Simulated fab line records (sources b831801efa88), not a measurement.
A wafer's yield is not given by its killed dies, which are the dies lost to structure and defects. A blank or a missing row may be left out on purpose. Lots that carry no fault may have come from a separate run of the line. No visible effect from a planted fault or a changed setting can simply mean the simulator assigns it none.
What tool caused it? :: flow sky130 :: 17 wafers from 6 lots sampled at 3 of the route's 708 steps

WHAT THE GAUGES READ, wafer by wafer
SKY_RES_XHIGH_TW_MEAS_09.
lot: L111
measured: day 27 03:52
on: filmMetro-03
RES_XHIGH_TW: 1652 1642 1653

lot: L114
measured: day 28 07:31
on: filmMetro-03
RES_XHIGH_TW: 1654 1643 1643

lot: L118
measured: day 30 00:33
on: filmMetro-04
RES_XHIGH_TW: 1628 1634 1628

lot: L119
measured: day 30 17:49
on: filmMetro-04
RES_XHIGH_TW: 1641 1621 1633

lot: L127
measured: day 32 13:41
on: filmMetro-03
RES_XHIGH_TW: 1650 1646

lot: L130
measured: day 33 05:36
on: filmMetro-03
RES_XHIGH_TW: 1638 1633 1631

TOOL THAT RAN EACH LOT (tool first, then ch and the chambers of the sampled wafers, then the start)
lot: L111
SKY_POLY_CUT_STRIP_12: plasmaAsher-02 ch 0,1, day 24 18:09
SKY_RES_XHIGH_EXPOSE_04: ilineStepper-01 ch 0, day 26 13:20

lot: L114
SKY_POLY_CUT_STRIP_12: plasmaAsher-02 ch 0,1, day 25 22:17
SKY_RES_XHIGH_EXPOSE_04: ilineStepper-01 ch 0, day 27 16:49

lot: L118
SKY_POLY_CUT_STRIP_12: plasmaAsher-02 ch 0,1, day 27 14:53
SKY_RES_XHIGH_EXPOSE_04: ilineStepper-01 ch 0, day 29 10:38

lot: L119
SKY_POLY_CUT_STRIP_12: plasmaAsher-01 ch 0,1, day 28 09:23
SKY_RES_XHIGH_EXPOSE_04: ilineStepper-01 ch 0, day 30 03:49

lot: L127
SKY_POLY_CUT_STRIP_12: plasmaAsher-01 ch 0,1, day 30 07:08
SKY_RES_XHIGH_EXPOSE_04: ilineStepper-01 ch 0, day 32 00:58

lot: L130
SKY_POLY_CUT_STRIP_12: plasmaAsher-02 ch 0,1, day 31 00:11
SKY_RES_XHIGH_EXPOSE_04: ilineStepper-01 ch 0, day 32 15:56
- SKY_POLY_CUT_STRIP_12: strips in O2/N2.
- SKY_RES_XHIGH_EXPOSE_04: exposes mask URPM, target cd 1270 nm.

THE ANSWER, worked out from the rows above alone
Rule: the usual values come from the lots themselves. Put in order of their means at a reading, lots are off if they are a third of the lots or fewer, leave a main group of 4 or more, and stand apart from it by a gap of 3 or more times the standard deviation of the main group's means; of several such gaps the widest counts. The tables above print the reading to a certain number of digits; a main group whose means all agree to those digits is not used. A lot without any number at a reading at which 4 lots or more have one is off too. All remaining lots with rows at the step are treated as sound.
No lot is off on any of the readings shown, so nothing can be concluded from this.

WHAT THE SIMULATOR PUT IN
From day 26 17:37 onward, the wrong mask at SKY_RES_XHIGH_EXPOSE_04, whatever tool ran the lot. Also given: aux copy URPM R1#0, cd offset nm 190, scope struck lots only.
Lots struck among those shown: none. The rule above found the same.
